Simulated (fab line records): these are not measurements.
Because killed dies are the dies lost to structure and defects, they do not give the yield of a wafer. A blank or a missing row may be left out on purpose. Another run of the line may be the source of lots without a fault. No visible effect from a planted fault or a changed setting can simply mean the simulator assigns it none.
Comparing a struck lot with a sound one    flow sfq-line    26 out of 325 route steps
Sound: these wafers, L256.3, L256.4, L256.6. Struck: wafer L248.3 (left out: L248.4, a lot-mate that was not struck); the cause follows at the end.
For every step that has rows: the tool of each side, followed by ch and its chambers, followed by its first start. Under that, the readings that differ: sound wafers    struck wafers    difference of the means    sigmas: that difference in standard deviations of wafers without a fault.
alike: readings whose means differ by less than 2 such deviations, and words and numbers that are the same on both sides. not compared: withheld readings, readings that some wafer has no value for, bounds like >300 that may hide the same value, and numbers for which the record gives no deviation and whose values overlap.
Wherever a step has rows on one side only, a row that says differs or no value, or a row with sigmas, the two part there. Non-overlapping numbers with no deviation appear without sigmas and do not part them. Lack of a reading on every wafer of one side parts them only where that side has two or more wafers.

SFQ_L0_RS_MEAS_901: measures by four-point-probe.
  sound on film-metro-02 at day 4 20:36; struck on film-metro-01 at day 3 04:36
  alike: L0_MONX_KI_RS
SFQ_L0_THK_MEAS_902: measures by xrf.
  sound on film-metro-02 at day 4 20:42; struck on film-metro-01 at day 3 04:42
  alike: L0_MONX_KI_THK
then, 6 steps without rows for these wafers: SFQ_TRILAYER_L0_LITHO_COAT_010 (resist thk 62 nm); SFQ_TRILAYER_L0_LITHO_COAT_005 (resist thk 600 nm); SFQ_TRILAYER_L0_LITHO_SOFTBAKE_009; SFQ_TRILAYER_L0_LITHO_EXPOSE_006 (exposes mask L0, target cd 2000 nm); SFQ_TRILAYER_L0_LITHO_PEB_008 (peb time 60 s); SFQ_TRILAYER_L0_LITHO_DEVELOP_007 (time 60 s).
-- the record jumps here: 3 days lie between the struck wafers' starts before and after --
SFQ_TRILAYER_L0_BARC_OPEN_METAL_ETCH_010: etches BARC in O2, target depth 125 nm, time 41.7 s.
  sound on rie-metal-03 ch 0,1, day 8 04:39; struck on rie-metal-03 ch 1, day 6 01:03
  alike: chamber-pressure-mTorr, drypump-motor-current-A, oes-product-au
  not compared: rf-hours-counter-h
SFQ_TRILAYER_L0_ETCH_METAL_ETCH_008: etches MoNx KI in SF6/O2, stops on SiO2, target depth 50 nm, time 25 s.
  sound on rie-metal-03 ch 0,1, day 8 04:42; struck on rie-metal-03 ch 1, day 6 01:06
  alike: chamber-pressure-mTorr, drypump-motor-current-A, oes-product-au
  not compared: rf-hours-counter-h
SFQ_TRILAYER_L0_STRIP_STRIP_009: strips in O2.
  sound on rie-metal-03 ch 0,1, day 8 04:56; struck on rie-metal-03 ch 1, day 6 01:20
  alike: chamber-pressure-mTorr, drypump-motor-current-A, oes-product-au
  not compared: rf-hours-counter-h
then, 1 step without rows for these wafers: SFQ_TRILAYER_L0_STRIP_SOLV_CLEAN_010 (cleans in NMP, time 600 s).
SFQ_TRILAYER_L0_CAP_PECVD_011: deposits SiO2 from SiH4/N2O, time 13.333 s, target thk 60 nm.
  sound on pecvd-02 ch 0,1,2, day 8 05:31; struck on pecvd-04 ch 2, day 6 01:55
reading                                              sound              struck  difference  sigmas
model.SiO2_of_TRILAYER_L0_CAP_PECVD_011.thk-nm (nm)  60.39 59.24 59.82  63.42   +3.60       
  alike: chamber-pressure-Torr, heater-power-w, throttle-valve-pct
then, 6 steps without rows for these wafers: SFQ_TRILAYER_L0_VIA_LITHO_COAT_018 (resist thk 62 nm); SFQ_TRILAYER_L0_VIA_LITHO_COAT_013 (resist thk 650 nm); SFQ_TRILAYER_L0_VIA_LITHO_SOFTBAKE_017; SFQ_TRILAYER_L0_VIA_LITHO_EXPOSE_014 (exposes mask L0V, target cd 700 nm); SFQ_TRILAYER_L0_VIA_LITHO_PEB_016 (peb time 60 s); SFQ_TRILAYER_L0_VIA_LITHO_DEVELOP_015 (time 60 s).
-- the record jumps here: 4 days lie between the struck wafers' starts before and after --
SFQ_L0V_OVL_MEAS_903:
  sound on overlay-02 at day 12 09:33; struck on overlay-02 at day 10 05:44
  alike: L0V_OVL
SFQ_TRILAYER_L0_VIA_BARC_OPEN_VIA_ETCH_021: etches BARC in O2, target depth 125 nm, time 41.7 s.
  sound on rie-diel-01 ch 0,2,3, day 12 09:35; struck on rie-diel-01 ch 3, day 10 05:46
  alike: chamber-pressure-mTorr, drypump-motor-current-A, oes-product-au
  not compared: rf-hours-counter-h
SFQ_TRILAYER_L0_VIA_ETCH_VIA_ETCH_016: etches SiO2 in CHF3, stops on MoNx KI, target depth 80 nm.
  sound on rie-diel-01 ch 0,2,3, day 12 09:37; struck on rie-diel-01 ch 3, day 10 05:48
reading                          sound              struck  difference  sigmas
oes-product-au (a.u.)            0.852 0.839 0.849  0.869   +0.022      +3
model.etch.depth-nm (nm)         60.39 59.24 59.82  63.42   +3.60       
model.L0V.feature-depth-nm (nm)  60.39 59.24 59.82  63.42   +3.60       
  alike: chamber-pressure-mTorr, drypump-motor-current-A
then, 2 steps without rows for these wafers: SFQ_TRILAYER_L0_VIA_STRIP_STRIP_017 (strips in O2); SFQ_TRILAYER_L0_VIA_STRIP_SOLV_CLEAN_018 (cleans in NMP, time 600 s).
SFQ_TRILAYER_M0_DEP_PRE_CLEAN_020: time 15 s.
  sound on pvd-sputter-06 at day 12 11:02; struck on pvd-sputter-06 at day 10 06:37
reading                                              sound              struck  difference  sigmas
model.SiO2_of_TRILAYER_L0_CAP_PECVD_011.thk-nm (nm)  55.39 54.24 54.82  58.42   +3.60       
SFQ_TRILAYER_M0_DEP_SPUTTER_019: material Nb, target thk 200 nm, time 133.3 s.
  sound on pvd-sputter-06 at day 12 11:04; struck on pvd-sputter-06 at day 10 06:39
  alike: throttle-valve-pct

== WHERE THEY PART ==
SFQ_TRILAYER_L0_VIA_ETCH_VIA_ETCH_016 only, going by this record. Later steps at which nothing parts them and some readings are alike: SFQ_TRILAYER_M0_DEP_SPUTTER_019.

WHY: whatever the simulator had introduced
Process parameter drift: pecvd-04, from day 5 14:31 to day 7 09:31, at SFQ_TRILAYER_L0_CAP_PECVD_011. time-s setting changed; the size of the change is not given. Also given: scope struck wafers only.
